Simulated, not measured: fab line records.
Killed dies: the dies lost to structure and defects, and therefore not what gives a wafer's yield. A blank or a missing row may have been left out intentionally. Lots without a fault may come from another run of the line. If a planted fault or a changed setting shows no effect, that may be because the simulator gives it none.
fab line records	flow sky130
record: lots: 24	wafers: 72	last-day: 50
route steps=708 shown POLY_CUT@316 METAL1@454 VIA2@509 VIA3@588 VIA4@642
lots untouched by any fault: they come from a run of this same line in which no faults occurred
start-h: hours from the record's opening day to when the first of the lot's shown wafers began	wait-h: how many hours have passed since the lot's step before this one	" the same as in the row above	L1.1+2: a row that stands for several wafers	- no value, or no start was given	* or withheld: withheld	< > ~ a bound
route shown NAME@n: a module of which the file shows steps, and the number in the route of the first	usual: mean/standard deviation taken from wafers without a fault	same: alike in all rows	chamber/n: place in a boat	sites: readings site by site	_std_site: standard deviation of those values	_edge_site: outer sites' mean less inner sites'	radius-mm: how far each site lies from the wafer's centre	mask NAME#n: copy n	behind: the tool/chamber that last shaped the wafer	hold: cause of the lot's hold/its duration in hours/its outcome	device: transistor that didn't switch, given as n, p or np	end of line: the tests these same wafers got at the end of their route	step lacking rows: just its recipe	killed: not the wafer's yield, but the dies lost to structure and defects at the first sort	map: a wafer's dies, marking killed ones x, the rest . and places with no die _
set.NAME: the setting the step ran with; set.NAME@STEP: the setting that earlier step ran with	model.NAME: the simulator's own value behind a step, which no gauge read
a sample of lots followed through the steps of the route, with each step as a table and each wafer as a row
services: the hour from which a tool's chamber was out of use, counted from the record's first day as start-h (under 0 if before that day), plus the number of hours and why
== steps ==
step: SKY_POLY_CUT_OVL_MEAS_09
usual: POLY_CUT_OVL: -2/5.5
lot.wafer	tool	chamber	start-h	wait-h	POLY_CUT_OVL[nm]
L074.1	overlay-02	-	556.12	0.1	-6
L074.4	"	-	"	"	-1
L074.5	"	-	"	"	-5
L075.3	overlay-02	-	559.24	0.1	11
L075.4	"	-	"	"	-1
L075.6	"	-	"	"	6
L076.1	overlay-02	-	572.80	0.1	-3
L076.5	"	-	"	"	1
L076.6	"	-	"	"	1
L077.2	overlay-02	-	581.74	0.1	-2
L077.3	"	-	"	"	0
L077.4	"	-	"	"	4
L078.2	overlay-02	-	584.11	0.1	-11
L078.3	"	-	"	"	-5
L078.5	"	-	"	"	-7
L079.2	overlay-01	-	610.39	0.1	-9
L079.3	"	-	"	"	-8
L079.5	"	-	"	"	-12
L080.2	overlay-02	-	618.96	0.1	3
L080.3	"	-	"	"	0
L080.6	"	-	"	"	2
L081.1	overlay-02	-	624.82	0.1	-7
L081.5	"	-	"	"	-2
L081.6	"	-	"	"	-3
L082.2	overlay-02	-	632.99	0.1	1
L082.3	"	-	"	"	1
L082.5	"	-	"	"	3
L083.2	overlay-02	-	636.34	0.1	-5
L083.4	"	-	"	"	-7
L083.5	"	-	"	"	-1
L084.1	overlay-01	-	653.85	0.1	-6
L084.3	"	-	"	"	-11
L084.5	"	-	"	"	-4
L085.3	overlay-02	-	656.72	0.1	-7
L085.5	"	-	"	"	-9
L085.6	"	-	"	"	-6
L086.1	overlay-01	-	667.04	0.1	-6
L086.2	"	-	"	"	9
L086.4	"	-	"	"	3
L087.4	overlay-01	-	669.79	0.1	2
L087.5	"	-	"	"	-3
L087.6	"	-	"	"	3
L088.1	overlay-01	-	679.78	0.1	0
L088.2	"	-	"	"	-5
L088.3	"	-	"	"	-2
L089.1	overlay-01	-	687.68	0.1	-2
L089.3	"	-	"	"	-2
L089.6	"	-	"	"	5
L090.2	overlay-01	-	694.64	0.1	3
L090.4	"	-	"	"	-6
L090.5	"	-	"	"	-7
L091.1	overlay-01	-	704.09	0.1	3
L091.3	"	-	"	"	-1
L091.4	"	-	"	"	4
L092.3	overlay-02	-	709.19	0.1	0
L092.4	"	-	"	"	-4
L092.6	"	-	"	"	-5
L093.1	overlay-01	-	722.53	0.1	-6
L093.2	"	-	"	"	-7
L093.5	"	-	"	"	-5
L094.4	overlay-01	-	730.44	0.1	2
L094.5	"	-	"	"	-3
L094.6	"	-	"	"	1
L095.1	overlay-02	-	731.61	0.1	11
L095.3	"	-	"	"	5
L095.5	"	-	"	"	9
L096.2	overlay-01	-	735.96	0.1	9
L096.3	"	-	"	"	-1
L096.6	"	-	"	"	4
L097.2	overlay-02	-	748.63	0.1	4
L097.3	"	-	"	"	6
L097.5	"	-	"	"	5
step: SKY_METAL1_STRIP_20
recipe: chemistry: O2/N2	power-w: 1400	pressure-mtorr: 1500	platen-temp-c: withheld	o2-flow-sccm: 3000	n2-flow-sccm: 300	overash-fraction: 0.5
usual: drypump-motor-current-A: 6.0/0.48	oes-product-au: 0.343/0.0048	strip-time-to-endpoint-s: 2.700/0.029
lot.wafer	tool	chamber	start-h	wait-h	drypump-motor-current-A	oes-product-au	rf-hours-counter-h	strip-time-to-endpoint-s
L074.1	plasma-asher-04	1	761.15	0.1	6.0	0.342	63	2.723
L074.4	"	1	"	"	6.0	0.341	-	2.684
L074.5	"	1	"	"	6.0	0.343	-	2.709
L075.3	plasma-asher-02	1	763.63	0.1	6.5	0.357	-	2.735
L075.4	"	0	"	"	6.6	0.343	-	2.742
L075.6	"	1	"	"	6.5	0.350	-	2.736
L076.1	plasma-asher-01	1	775.73	0.1	6.6	0.340	96	2.720
L076.5	"	1	"	"	6.5	0.346	-	2.716
L076.6	"	0	"	"	5.4	0.345	-	2.694
L077.2	plasma-asher-01	1	784.83	0.1	6.6	0.340	97	2.727
L077.3	"	0	"	"	5.4	0.338	-	2.710
L077.4	"	1	"	"	6.6	0.342	-	2.698
L078.2	plasma-asher-04	0	786.13	0.1	5.6	0.346	65	2.713
L078.3	"	1	"	"	6.0	0.342	-	2.723
L078.5	"	1	"	"	6.0	0.337	-	2.722
L079.2	plasma-asher-02	1	810.43	0.1	6.4	0.347	7	2.682
L079.3	"	1	"	"	6.4	0.330	-	2.687
L079.5	"	0	"	"	6.6	0.350	-	2.729
L080.2	plasma-asher-01	0	816.65	0.1	5.4	0.337	100	2.708
L080.3	"	1	"	"	6.5	0.339	-	2.722
L080.6	"	1	"	"	6.6	0.340	-	2.717
L082.2	plasma-asher-04	0	829.79	0.1	5.6	0.343	69	2.674
L082.3	"	0	"	"	5.6	0.347	-	2.627
L082.5	"	0	"	"	5.5	0.339	-	2.657
L083.2	plasma-asher-04	1	836.03	0.1	6.0	0.342	70	2.698
L083.4	"	1	"	"	6.1	0.350	-	2.707
L083.5	"	0	"	"	5.6	0.348	-	2.734
L084.1	plasma-asher-04	0	851.95	0.1	5.6	0.337	71	2.740
L084.3	"	0	"	"	5.6	0.343	-	2.725
L084.5	"	1	"	"	6.0	0.349	-	2.729
L081.1	plasma-asher-01	1	852.63	0.1	6.6	0.343	103	2.689
L081.5	"	0	"	"	5.4	0.345	-	2.746
L081.6	"	1	"	"	6.6	0.336	-	2.676
L085.3	plasma-asher-01	1	853.48	0.1	6.5	0.337	-	2.665
L085.5	"	0	"	"	5.4	0.348	-	2.679
L085.6	"	1	"	"	6.6	0.345	-	2.692
L086.1	plasma-asher-04	0	863.43	0.1	5.6	0.342	73	2.693
L086.2	"	1	"	"	6.0	0.336	73	2.681
L086.4	"	1	"	"	6.0	0.345	-	2.718
L087.4	plasma-asher-02	0	863.78	0.1	6.6	0.337	-	2.695
L087.5	"	0	"	"	6.6	0.342	-	2.674
L087.6	"	1	"	"	6.4	0.355	-	2.682
L088.1	plasma-asher-01	0	874.01	0.1	5.4	0.334	105	2.692
L088.2	"	1	"	"	6.6	0.341	105	2.718
L088.3	"	1	"	"	6.6	0.339	-	2.705
L089.1	plasma-asher-02	1	883.10	0.1	6.4	0.342	14	2.719
L089.3	"	0	"	"	6.6	0.338	-	2.702
L089.6	"	0	"	"	6.6	0.351	-	2.721
L090.2	plasma-asher-02	0	888.83	0.1	6.6	0.353	15	2.760
L090.4	"	0	"	"	6.6	0.345	-	2.723
L090.5	"	0	"	"	6.6	0.342	-	2.710
L091.1	plasma-asher-04	0	894.20	0.1	5.6	0.344	76	2.726
L091.3	"	1	"	"	6.0	0.344	-	2.732
L091.4	"	0	"	"	5.6	0.346	-	2.684
L092.3	plasma-asher-04	0	902.81	0.1	5.6	0.342	-	2.716
L092.4	"	1	"	"	6.0	0.346	-	2.694
L092.6	"	1	"	"	6.0	0.342	-	2.666
L093.1	plasma-asher-04	0	914.50	0.1	5.6	0.347	78	2.702
L093.2	"	1	"	"	6.0	0.349	78	2.703
L093.5	"	0	"	"	5.6	0.342	-	2.715
L094.4	plasma-asher-02	0	918.43	0.1	6.6	0.341	-	2.710
L094.5	"	0	"	"	6.6	0.341	-	2.699
L094.6	"	1	"	"	6.4	0.347	-	2.722
L095.1	plasma-asher-01	1	920.05	0.1	6.6	0.341	108	2.676
L095.3	"	1	"	"	6.6	0.335	-	2.674
L095.5	"	1	"	"	6.6	0.335	-	2.663
L096.2	plasma-asher-04	0	925.18	0.1	5.6	0.346	79	2.757
L096.3	"	1	"	"	6.0	0.343	-	2.724
L096.6	"	1	"	"	6.0	0.348	-	2.700
L097.2	plasma-asher-01	1	937.95	0.1	6.6	0.341	110	2.708
L097.3	"	0	"	"	5.4	0.345	-	2.669
L097.5	"	1	"	"	6.6	0.344	-	2.699
step: SKY_VIA2_CMP_02
recipe: material: SiO2	down-force-psi: 4	platen-rpm: 60	pad-velocity-m-s: 0.94248
usual: motor-current-A: 11.9/1.5	retaining-ring-pressure-frac: 1.000/0.005	slurry-filter-dp-kPa: 13.47/0.14
lot.wafer	tool	chamber	start-h	wait-h	motor-current-A	retaining-ring-pressure-frac	slurry-filter-dp-kPa
L074.4	cmp-02	3	818.16	0.1	10.1	1.005	13.51
L074.1	"	1	"	"	13.2	1.005	13.50
L074.5	"	3	"	"	9.5	1.006	13.64
L075.3	cmp-01	1	820.12	0.1	10.8	1.004	13.62
L075.4	"	2	"	"	14.7	0.996	13.61
L075.6	"	1	"	"	10.5	0.999	13.48
L076.1	cmp-01	1	830.92	0.2	10.4	0.998	13.33
L076.5	"	2	"	"	14.6	1.003	13.40
L076.6	"	3	"	"	11.7	0.999	13.59
L077.2	cmp-02	2	841.15	0.0	12.4	1.002	13.37
L077.4	"	3	"	"	9.5	1.004	13.76
L077.3	"	0	"	"	11.1	0.998	13.43
L078.2	cmp-01	3	841.97	0.1	12.2	1.011	13.60
L078.3	"	0	"	"	11.4	0.995	13.45
L078.5	"	1	"	"	10.8	1.000	13.80
L079.2	cmp-01	3	865.54	0.0	11.8	0.992	13.61
L079.3	"	1	"	"	10.3	1.003	13.45
L079.5	"	0	"	"	11.1	0.990	13.73
L080.3	cmp-01	3	873.41	0.1	12.2	1.000	13.67
L080.2	"	2	"	"	13.6	1.003	13.27
L080.6	"	3	"	"	13.2	0.990	13.56
L082.3	cmp-01	0	886.04	0.0	11.3	1.000	13.39
L082.2	"	2	"	"	14.5	1.004	13.59
L082.5	"	0	"	"	10.6	1.001	13.44
L083.2	cmp-01	0	891.19	0.1	11.5	1.007	13.62
L083.4	"	1	"	"	10.2	0.996	13.61
L083.5	"	3	"	"	12.4	0.997	13.58
L084.3	cmp-02	2	907.40	0.1	11.1	0.995	13.25
L084.1	"	0	"	"	11.4	1.007	13.40
L084.5	"	1	"	"	13.6	1.002	13.44
L081.1	cmp-01	0	908.65	0.2	11.7	0.998	13.20
L081.5	"	1	"	"	10.6	1.004	13.29
L081.6	"	2	"	"	13.8	1.000	13.64
L085.3	cmp-02	2	909.09	0.1	11.9	1.003	13.58
L085.6	"	0	"	"	11.5	0.999	13.47
L085.5	"	1	"	"	13.1	1.003	13.47
L086.4	cmp-02	0	918.92	0.1	11.0	1.002	13.26
L086.1	"	1	"	"	13.2	0.996	13.62
L086.2	"	2	"	"	10.9	0.995	13.59
L087.4	cmp-01	1	919.06	0.1	10.7	0.996	13.31
L087.5	"	0	"	"	12.1	1.000	13.60
L087.6	"	1	"	"	11.2	0.995	13.33
L088.1	cmp-02	0	928.70	0.1	10.9	0.998	13.40
L088.2	"	1	"	"	14.1	1.001	13.28
L088.3	"	2	"	"	10.7	1.003	13.64
L089.1	cmp-01	1	937.89	0.1	11.0	1.004	13.53
L089.3	"	0	"	"	11.1	0.997	13.42
L089.6	"	2	"	"	14.3	1.009	13.38
L090.4	cmp-01	0	944.64	0.1	11.0	0.992	13.75
L090.2	"	3	"	"	13.1	0.998	13.33
L090.5	"	1	"	"	11.0	1.004	13.40
L091.1	cmp-01	2	946.68	0.1	14.7	0.997	13.50
L091.3	"	3	"	"	12.2	0.999	13.39
L091.4	"	0	"	"	11.4	1.014	13.32
L092.4	cmp-02	0	955.26	0.3	11.4	1.007	13.41
L092.3	"	2	"	"	11.5	0.995	13.52
L092.6	"	3	"	"	10.1	0.990	13.44
L093.1	cmp-02	1	969.44	0.1	14.1	0.999	13.49
L093.2	"	0	"	"	11.4	1.006	13.33
L093.5	"	1	"	"	12.6	1.002	13.51
L094.4	cmp-02	3	970.67	0.0	10.4	1.007	13.57
L094.6	"	3	"	"	10.0	0.999	13.37
L094.5	"	0	"	"	11.6	0.995	13.54
L095.1	cmp-01	0	972.54	0.1	11.2	1.003	13.36
L095.3	"	1	"	"	11.5	1.000	13.09
L095.5	"	0	"	"	10.8	1.002	13.58
L096.3	cmp-02	0	978.04	0.0	11.7	0.991	13.64
L096.2	"	1	"	"	14.0	0.996	13.74
L096.6	"	1	"	"	14.5	0.998	13.43
L097.3	cmp-02	2	989.93	0.1	11.3	0.999	13.08
L097.2	"	0	"	"	11.6	1.005	13.63
L097.5	"	1	"	"	12.6	1.005	13.30
step: SKY_VIA2_CVD_21
recipe: material: W	target-thk-nm: 420	time-s: 126.4	temp-c: 400	pressure-torr: 40
usual: heater-power-w: 955/95	susceptor-temp-C: 399.99/0.24
lot.wafer	tool	chamber	start-h	wait-h	heater-power-w	susceptor-temp-C
L074.1	cvd-w-01	1	846.40	0.0	938	400.23
L074.4	"	1	"	"	929	400.21
L074.5	"	0	"	"	797	400.32
L075.3	cvd-w-01	0	847.99	0.1	809	400.08
L075.4	"	1	"	"	959	399.80
L075.6	"	0	"	"	806	400.01
L076.1	cvd-w-02	0	858.77	0.0	972	399.75
L076.5	"	0	"	"	968	400.21
L076.6	"	1	"	"	1086	399.81
L077.2	cvd-w-01	0	867.82	0.0	798	399.77
L077.3	"	0	"	"	805	399.88
L077.4	"	1	"	"	943	399.74
L078.2	cvd-w-02	1	869.75	0.0	1070	400.00
L078.3	"	1	"	"	1050	400.12
L078.5	"	0	"	"	975	400.61
L079.2	cvd-w-02	0	892.58	0.0	972	399.94
L079.3	"	0	"	"	938	400.04
L079.5	"	0	"	"	983	400.06
L080.2	cvd-w-02	1	900.58	0.0	1051	400.02
L080.3	"	1	"	"	1069	399.54
L080.6	"	0	"	"	963	399.57
L082.2	cvd-w-02	1	912.56	0.0	1075	399.75
L082.3	"	1	"	"	1068	399.73
L082.5	"	1	"	"	1043	399.81
L083.2	cvd-w-01	0	918.28	0.0	804	399.97
L083.4	"	0	"	"	815	400.09
L083.5	"	0	"	"	781	400.10
L084.1	cvd-w-01	0	933.59	0.0	806	399.82
L084.3	"	1	"	"	961	400.12
L084.5	"	1	"	"	991	400.07
L081.1	cvd-w-01	1	934.42	0.0	984	400.05
L081.5	"	0	"	"	803	399.97
L081.6	"	1	"	"	972	399.78
L085.3	cvd-w-02	0	935.10	0.1	972	400.32
L085.5	"	1	"	"	1063	399.95
L085.6	"	0	"	"	982	400.49
L086.1	cvd-w-01	1	944.96	0.0	973	400.31
L086.2	"	0	"	"	802	399.89
L086.4	"	0	"	"	800	400.04
L087.4	cvd-w-01	1	945.28	0.1	1002	399.85
L087.5	"	0	"	"	796	399.35
L087.6	"	1	"	"	994	399.96
L088.1	cvd-w-01	0	954.30	0.0	811	400.08
L088.2	"	1	"	"	993	400.35
L088.3	"	0	"	"	811	400.07
L089.1	cvd-w-02	0	963.73	0.0	981	400.17
L089.3	"	0	"	"	989	400.09
L089.6	"	0	"	"	950	399.91
L090.2	cvd-w-02	0	969.98	0.0	988	399.70
L090.4	"	1	"	"	1087	400.03
L090.5	"	0	"	"	961	399.79
L091.1	cvd-w-02	1	971.89	0.0	1077	399.92
L091.3	"	1	"	"	1061	399.71
L091.4	"	0	"	"	971	400.04
L092.3	cvd-w-02	1	980.62	0.1	1059	399.69
L092.4	"	0	"	"	982	400.05
L092.6	"	1	"	"	1075	399.79
L093.1	cvd-w-02	0	994.43	0.0	976	399.81
L093.2	"	1	"	"	1060	399.96
L093.5	"	1	"	"	1052	400.04
L094.4	cvd-w-01	1	996.05	0.1	995	399.95
L094.5	"	1	"	"	989	399.98
L094.6	"	0	"	"	802	400.03
L095.1	cvd-w-01	1	997.64	0.0	995	400.09
L095.3	"	1	"	"	1011	400.53
L095.5	"	0	"	"	806	400.12
L096.2	cvd-w-02	1	1002.27	0.0	1064	400.05
L096.3	"	1	"	"	1062	400.47
L096.6	"	0	"	"	974	400.50
L097.2	cvd-w-01	0	1014.54	0.0	805	399.69
L097.3	"	0	"	"	846	399.65
L097.5	"	1	"	"	981	400.08
step: SKY_VIA3_ETCH_15
recipe: target: SiO2	chemistry: C4F8/O2/Ar	target-depth-nm: 507	stop-on: TiN	mask-material: KrF-thick	source-w: 1500	bias-w: 1200	pressure-mtorr: 40	c4f8-flow-sccm: withheld	O2_flow_sccm: 6	Ar_flow_sccm: 300	time-s: 78
usual: oes-product-au: 0.946/0.0047	rf-fwd-power-W: 1489/5.7
lot.wafer	tool	chamber	start-h	wait-h	oes-product-au	rf-fwd-power-W	rf-hours-counter-h
L074.1	rie-diel-02	0	926.22	0.0	0.945	1491	19
L074.4	"	2	"	"	0.952	1493	23
L074.5	"	0	"	"	0.954	1493	-
L075.3	rie-diel-01	2	926.57	0.0	0.937	1492	25
L075.4	"	3	"	"	0.937	1492	20
L075.6	"	0	"	"	0.940	1481	-
L076.1	rie-diel-02	0	941.37	0.0	0.935	1489	20
L076.5	"	0	"	"	0.949	1495	-
L076.6	"	3	"	"	0.941	1494	-
L077.2	rie-diel-03	3	945.88	0.0	0.944	1475	23
L077.3	"	1	"	"	0.951	1491	29
L077.4	"	0	"	"	0.953	1492	-
L078.2	rie-diel-03	0	948.03	0.0	0.938	1498	13
L078.3	"	3	"	"	0.944	1486	23
L078.5	"	1	"	"	0.946	1487	-
L079.2	rie-diel-03	3	970.36	0.0	0.950	1486	23
L079.3	"	1	"	"	0.945	1494	30
L079.5	"	0	"	"	0.941	1489	-
L080.2	rie-diel-03	2	976.18	0.0	0.948	1476	0
L080.3	"	1	"	"	0.949	1498	30
L080.6	"	0	"	"	0.949	1506	-
L082.2	rie-diel-03	3	990.73	0.0	0.947	1498	24
L082.3	"	0	"	"	0.950	1491	14
L082.5	"	2	"	"	0.948	1485	-
L083.2	rie-diel-02	1	993.63	0.0	0.947	1491	25
L083.4	"	0	"	"	0.941	1476	21
L083.5	"	3	"	"	0.943	1486	-
L084.1	rie-diel-03	1	1008.12	0.0	0.950	1482	31
L084.3	"	3	"	"	0.938	1490	25
L084.5	"	2	"	"	0.947	1487	-
L081.1	rie-diel-01	1	1010.52	0.0	0.951	1484	11
L081.5	"	3	"	"	0.942	1488	-
L081.6	"	0	"	"	0.940	1493	-
L085.3	rie-diel-02	0	1011.04	0.0	0.946	1487	22
L085.5	"	2	"	"	0.944	1488	-
L085.6	"	1	"	"	0.954	1495	-
L086.1	rie-diel-03	0	1018.77	0.0	0.946	1495	16
L086.2	"	1	"	"	0.943	1488	31
L086.4	"	3	"	"	0.944	1493	25
L087.4	rie-diel-01	0	1019.12	0.0	0.940	1479	24
L087.5	"	3	"	"	0.946	1489	-
L087.6	"	2	"	"	0.940	1491	-
L088.1	rie-diel-02	2	1027.61	0.0	0.952	1495	26
L088.2	"	0	"	"	0.947	1492	22
L088.3	"	3	"	"	0.951	1486	4
L089.1	rie-diel-02	0	1036.17	0.0	0.952	1489	23
L089.3	"	3	"	"	0.950	1495	5
L089.6	"	2	"	"	0.940	1490	-
L090.2	rie-diel-03	3	1042.69	0.0	0.941	1483	27
L090.4	"	3	"	"	0.947	1478	-
L090.5	"	2	"	"	0.952	1486	-
L091.1	rie-diel-03	2	1044.79	0.0	0.948	1484	3
L091.3	"	3	"	"	0.947	1487	27
L091.4	"	3	"	"	0.951	1497	-
L092.3	rie-diel-02	1	1052.27	0.0	0.945	1491	0
L092.4	"	0	"	"	0.949	1487	-
L092.6	"	3	"	"	0.936	1490	-
L093.1	rie-diel-01	2	1064.36	0.0	0.949	1490	2
L093.2	"	3	"	"	0.946	1496	25
L093.5	"	1	"	"	0.942	1490	-
L094.4	rie-diel-03	0	1065.62	0.0	0.946	1495	18
L094.5	"	3	"	"	0.946	1482	-
L094.6	"	0	"	"	0.952	1494	-
L095.1	rie-diel-01	0	1067.94	0.0	0.945	1484	26
L095.3	"	1	"	"	0.943	1482	13
L095.5	"	0	"	"	0.942	1489	-
L096.2	rie-diel-01	0	1071.09	0.0	0.946	1484	26
L096.3	"	3	"	"	0.945	1494	25
L096.6	"	0	"	"	0.943	1487	-
L097.2	rie-diel-02	2	1083.79	0.0	0.945	1487	1
L097.3	"	1	"	"	0.943	1498	1
L097.5	"	1	"	"	0.939	1495	-
step: SKY_VIA4_BOW_MEAS_03
recipe: mode: bow
usual: VIA4_BOW: 80/7.5
lot.wafer	tool	chamber	start-h	wait-h	VIA4_BOW[um]
L074.1	film-metro-03	-	977.70	0.1	84
L074.4	"	-	"	"	84
L074.5	"	-	"	"	86
L075.3	film-metro-03	-	978.83	0.1	83
L075.4	"	-	"	"	81
L075.6	"	-	"	"	81
L076.1	film-metro-01	-	991.24	0.1	87
L076.5	"	-	"	"	74
L076.6	"	-	"	"	72
L077.2	film-metro-04	-	997.24	0.1	70
L077.3	"	-	"	"	74
L077.4	"	-	"	"	59
L078.2	film-metro-01	-	999.83	0.2	72
L078.3	"	-	"	"	77
L078.5	"	-	"	"	95
L079.2	film-metro-01	-	1021.55	0.2	90
L079.3	"	-	"	"	90
L079.5	"	-	"	"	85
L080.2	film-metro-04	-	1024.67	0.2	81
L080.3	"	-	"	"	60
L080.6	"	-	"	"	80
L082.2	film-metro-04	-	1040.22	0.2	70
L082.3	"	-	"	"	91
L082.5	"	-	"	"	76
L083.2	film-metro-04	-	1041.50	0.2	81
L083.4	"	-	"	"	79
L083.5	"	-	"	"	74
L084.1	film-metro-04	-	1056.28	0.2	72
L084.3	"	-	"	"	69
L084.5	"	-	"	"	74
L081.1	film-metro-03	-	1058.39	0.2	81
L081.5	"	-	"	"	86
L081.6	"	-	"	"	98
L085.3	film-metro-03	-	1059.57	0.2	81
L085.5	"	-	"	"	92
L085.6	"	-	"	"	90
L086.1	film-metro-03	-	1067.10	0.1	78
L086.2	"	-	"	"	87
L086.4	"	-	"	"	79
L087.4	film-metro-04	-	1067.63	0.3	90
L087.5	"	-	"	"	73
L087.6	"	-	"	"	76
L088.1	film-metro-04	-	1073.45	0.1	82
L088.2	"	-	"	"	86
L088.3	"	-	"	"	84
L089.1	film-metro-04	-	1082.25	0.2	82
L089.3	"	-	"	"	74
L089.6	"	-	"	"	86
L090.2	film-metro-04	-	1089.96	0.2	81
L090.4	"	-	"	"	74
L090.5	"	-	"	"	77
L091.1	film-metro-04	-	1091.67	0.2	77
L091.3	"	-	"	"	82
L091.4	"	-	"	"	81
L092.3	film-metro-01	-	1096.91	0.1	87
L092.4	"	-	"	"	76
L092.6	"	-	"	"	67
L093.1	film-metro-01	-	1109.59	0.2	78
L093.2	"	-	"	"	83
L093.5	"	-	"	"	85
L094.4	film-metro-04	-	1109.92	0.3	78
L094.5	"	-	"	"	87
L094.6	"	-	"	"	80
L095.1	film-metro-04	-	1112.30	0.1	81
L095.3	"	-	"	"	82
L095.5	"	-	"	"	75
L096.2	film-metro-04	-	1115.60	0.2	84
L096.3	"	-	"	"	81
L096.6	"	-	"	"	70
L097.2	film-metro-04	-	1127.37	0.3	83
L097.3	"	-	"	"	85
L097.5	"	-	"	"	69
== services ==
tool	chamber	start-h	hours	kind
cmp-02	-	744.00	4.0	pm
rie-diel-03	0	745.63	1.4	repair
cmp-02	-	769.86	2.8	repair
cvd-w-02	-	798.61	6.9	pm
cvd-w-01	0	820.31	2.8	repair
cmp-02	-	862.43	21.5	repair
cvd-w-01	-	880.63	14.6	pm
cmp-01	-	883.16	2.1	repair
rie-diel-03	-	883.62	0.6	repair
rie-diel-03	1	890.81	6.4	repair
cmp-02	-	894.13	1.2	repair
cmp-01	-	900.75	5.7	repair
cvd-w-01	-	904.00	14.0	pm
cmp-02	-	905.50	1.2	repair
cmp-02	-	910.89	6.7	repair
cmp-01	-	912.45	4.0	pm
cmp-01	-	920.24	1.6	repair
cvd-w-02	1	935.26	21.4	repair
cmp-01	-	952.05	1.2	repair
cmp-01	-	989.18	4.0	pm
cmp-02	-	1011.06	0.4	repair
cmp-01	-	1016.69	4.2	pm
cvd-w-01	-	1049.73	6.9	pm
cmp-02	-	1058.99	6.0	pm
== key ==
fault none
